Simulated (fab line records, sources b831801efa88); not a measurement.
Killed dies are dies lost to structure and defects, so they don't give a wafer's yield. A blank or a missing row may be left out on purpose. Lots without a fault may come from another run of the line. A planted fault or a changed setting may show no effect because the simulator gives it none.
A struck lot beside a sound one | flow sky130 | 18 steps out of a route of 708
Sound: wafers L317.3, L317.4, L317.5. Struck: wafers L332.2, L332.4, L332.5. The cause comes at the end.
At each step with rows: each side's tool, then ch and its chambers, then its first start. Under that, the readings that differ: sound wafers | struck wafers | difference of the means | sigmas: that difference in standard deviations of wafers without a fault.
alike: readings whose means differ by less than 2 such deviations, and words and numbers that are the same on both sides. not compared: withheld readings, readings that some wafer has no value for, bounds like >300 that may hide the same value, and numbers for which the record gives no deviation and whose values overlap.
The two part at a step that has a row with sigmas, a row that says differs or no value, or rows on one side only. Numbers that don't overlap but have no deviation are shown without sigmas and don't part them. A reading that every wafer of one side lacks parts them only if that side has two wafers or more.

SKY_FIELD_ISO_BOW_MEAS_00:
  sound on film_metro-01, day 2 11:02; struck on film_metro-02, day 5 14:01
  alike: INCOMING_BOW
then, 1 step without rows for these wafers: SKY_FIELD_ISO_OXIDATION_01 (stabilise 600 s, purge 300 s, target thk 12 nm).
SKY_FIELD_ISO_THK_MEAS_02:
  sound on film_metro-01, day 2 13:03; struck on film_metro-02, day 5 16:29
  alike: FIELD_ISO_OXIDATION_00_THK
then, 1 step without rows for these wafers: SKY_FIELD_ISO_CVD_03 (deposits Si3N4 from DCS/NH3, target thk 165 nm, time 2758 s).
SKY_FIELD_ISO_THK_MEAS_04:
  sound on film_metro-01, day 2 14:53; struck on film_metro-03, day 5 18:20
  alike: FIELD_ISO_CVD_03_THK
then, 3 steps without rows for these wafers: SKY_FIELD_ISO_DEHYDRATE_05 (time 60 s); SKY_FIELD_ISO_HMDS_06 (prime time 60 s); SKY_FIELD_ISO_COAT_07 (resist thk 60 nm).
SKY_FIELD_ISO_COAT_08: resist thk 450 nm.
  sound on litho_track-04 ch 0, day 2 22:00; struck on litho_track-03 ch 0, day 6 03:00
  reading                                          | sound             | struck            | difference | sigmas
  model.KrF-thick_of_FIELD_ISO_COAT_08.thk_nm (nm) | 453.3 452.7 454.1 | 436.9 437.4 437.1 | -16.2      |
then, 4 steps without rows for these wafers: SKY_FIELD_ISO_SOFTBAKE_09 (time 90 s); SKY_FIELD_ISO_EXPOSE_10 (exposes mask FOM, target cd 150 nm); SKY_FIELD_ISO_PEB_11; SKY_FIELD_ISO_DEVELOP_12 (develop time 60 s).
SKY_FIELD_ISO_CD_MEAS_13: target cd 150 nm.
  sound on cd_sem-01, day 3 06:46; struck on cd_sem-02, day 6 12:33
  alike: cd_nm
SKY_FIELD_ISO_ETCH_14: etches BARC in N2/H2, stops on SiO2, time 45.9 s, target depth 60 nm.
  sound on rie_diel-02 ch 0,3, day 3 06:51; struck on rie_diel-02 ch 0,2, day 6 12:39
  alike: drypump_motor_current_A, n2_flow_sccm, oes_product_au, throttle_valve_pct
  not compared: rf_hours_counter_h
SKY_FIELD_ISO_ETCH_15: etches the open film in CHF3/O2, stops on Si, target depth 180 nm, time 72 s.
  sound on rie_diel-02 ch 0,3, day 3 06:53; struck on rie_diel-02 ch 0,2, day 6 12:41
  reading                                          | sound             | struck            | difference | sigmas
  model.KrF-thick_of_FIELD_ISO_COAT_08.thk_nm (nm) | 240.1 235.6 238.7 | 225.9 228.4 227.2 | -11.0      |
  alike: drypump_motor_current_A, oes_product_au, throttle_valve_pct
  not compared: rf_hours_counter_h
SKY_FIELD_ISO_STRIP_16: strips in O2/N2.
  sound on plasma_asher-01 ch 0,1, day 3 06:59; struck on plasma_asher-03 ch 0,1, day 6 12:45
  reading                      | sound          | struck         | difference | sigmas
  strip_time_to_endpoint_s (s) | 3.59 3.54 3.59 | 3.44 3.45 3.43 | -0.13      | -4
  alike: drypump_motor_current_A, n2_flow_sccm, oes_product_au
  not compared: rf_hours_counter_h
SKY_FIELD_ISO_ETCH_17: etches Si in HBr/Cl2/O2, target depth 342 nm, time 97.7 s.
  sound on rie_si-01 ch 1,2,3, day 3 07:03; struck on rie_si-01 ch 0,1,3, day 6 12:51
  alike: drypump_motor_current_A, he_backside_leak_sccm, oes_product_au, throttle_valve_pct
  not compared: rf_hours_counter_h

WHERE THEY PART
Only at SKY_FIELD_ISO_STRIP_16, within this record. Later steps at which nothing parts them and some readings are alike: SKY_FIELD_ISO_ETCH_17.

WHY: what the simulator had put in
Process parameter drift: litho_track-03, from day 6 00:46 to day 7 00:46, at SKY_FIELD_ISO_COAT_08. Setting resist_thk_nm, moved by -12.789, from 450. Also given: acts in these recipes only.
